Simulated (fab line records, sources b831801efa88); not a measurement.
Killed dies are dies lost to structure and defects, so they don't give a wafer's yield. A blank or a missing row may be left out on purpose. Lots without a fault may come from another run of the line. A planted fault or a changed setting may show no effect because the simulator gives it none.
A struck lot beside a sound one | flow sky130 | 17 steps out of a route of 708
Sound: wafers L715.2, L715.4, L715.6. Struck: wafers L716.1, L716.4, L716.5. The cause comes at the end.
At each step with rows: each side's tool, then ch and its chambers, then its first start. Under that, the readings that differ: sound wafers | struck wafers | difference of the means | sigmas: that difference in standard deviations of wafers without a fault.
alike: readings whose means differ by less than 2 such deviations, and words and numbers that are the same on both sides. not compared: withheld readings, readings that some wafer has no value for, bounds like >300 that may hide the same value, and numbers for which the record gives no deviation and whose values overlap.
The two part at a step that has a row with sigmas, a row that says differs or no value, or rows on one side only. Numbers that don't overlap but have no deviation are shown without sigmas and don't part them. A reading that every wafer of one side lacks parts them only if that side has two wafers or more.

first, 1 step without rows for these wafers: SKY_VT_ADJUST_LVTN_IMPLANT_19.
SKY_VT_ADJUST_LVTN_STRIP_20: strips in O2/N2.
  sound on plasma_asher-01 ch 0,1, day 10 14:24; struck on plasma_asher-01 ch 0,1, day 10 22:05
  alike: drypump_motor_current_A, o2_flow_sccm, oes_product_au, strip_time_to_endpoint_s
  not compared: rf_hours_counter_h
SKY_VT_ADJUST_LVTN_TW_MEAS_21:
  sound on film_metro-02, day 10 14:31; struck on film_metro-02, day 10 22:11
  alike: VT_ADJUST_LVTN_2_TW
then, 7 steps without rows for these wafers: SKY_VT_ADJUST_NCORE_DEHYDRATE_00 (time 60 s); SKY_VT_ADJUST_NCORE_HMDS_01 (prime time 60 s); SKY_VT_ADJUST_NCORE_COAT_02 (resist thk 1140 nm); SKY_VT_ADJUST_NCORE_SOFTBAKE_03 (time 60 s); SKY_VT_ADJUST_NCORE_EXPOSE_04 (exposes mask LVTN COMPLEMENT THIN, target cd 380 nm); SKY_VT_ADJUST_NCORE_PEB_05; SKY_VT_ADJUST_NCORE_DEVELOP_06 (develop time 60 s).
SKY_VT_ADJUST_NCORE_CD_MEAS_07: target cd 380 nm.
  sound on cd_sem-01, day 11 13:29; struck on cd_sem-01, day 11 20:04
  alike: cd_nm
SKY_VT_ADJUST_NCORE_OVL_MEAS_08:
  sound on overlay-01, day 11 13:35; struck on overlay-02, day 11 20:11
  alike: VT_ADJUST_NCORE_OVL
SKY_VT_ADJUST_NCORE_IMPLANT_09:
  sound on implanter-01 ch 0, day 11 13:39; struck on implanter-03 ch 0, day 11 20:32
  alike: beam_energy_keV
SKY_VT_ADJUST_NCORE_STRIP_10: strips in O2/N2.
  sound on plasma_asher-03 ch 0,1, day 11 13:46; struck on plasma_asher-03 ch 0,1, day 11 20:41
  alike: drypump_motor_current_A, o2_flow_sccm, oes_product_au, strip_time_to_endpoint_s
  not compared: rf_hours_counter_h
SKY_VT_ADJUST_NCORE_TW_MEAS_11:
  sound on film_metro-02, day 11 13:53; struck on film_metro-01, day 11 20:47
  reading            | sound             | struck            | difference | sigmas
  VT_ADJUST_NCORE_TW | 217.9 216.9 217.2 | 270.9 268.4 270.7 | +52.7      | +33
then, 2 steps without rows for these wafers: SKY_VT_ADJUST_HVTR_DEHYDRATE_00 (time 60 s); SKY_PAD_OPEN_PROBE_99.

WHERE THEY PART
Only at SKY_VT_ADJUST_NCORE_TW_MEAS_11, within this record.

WHY: what the simulator had put in
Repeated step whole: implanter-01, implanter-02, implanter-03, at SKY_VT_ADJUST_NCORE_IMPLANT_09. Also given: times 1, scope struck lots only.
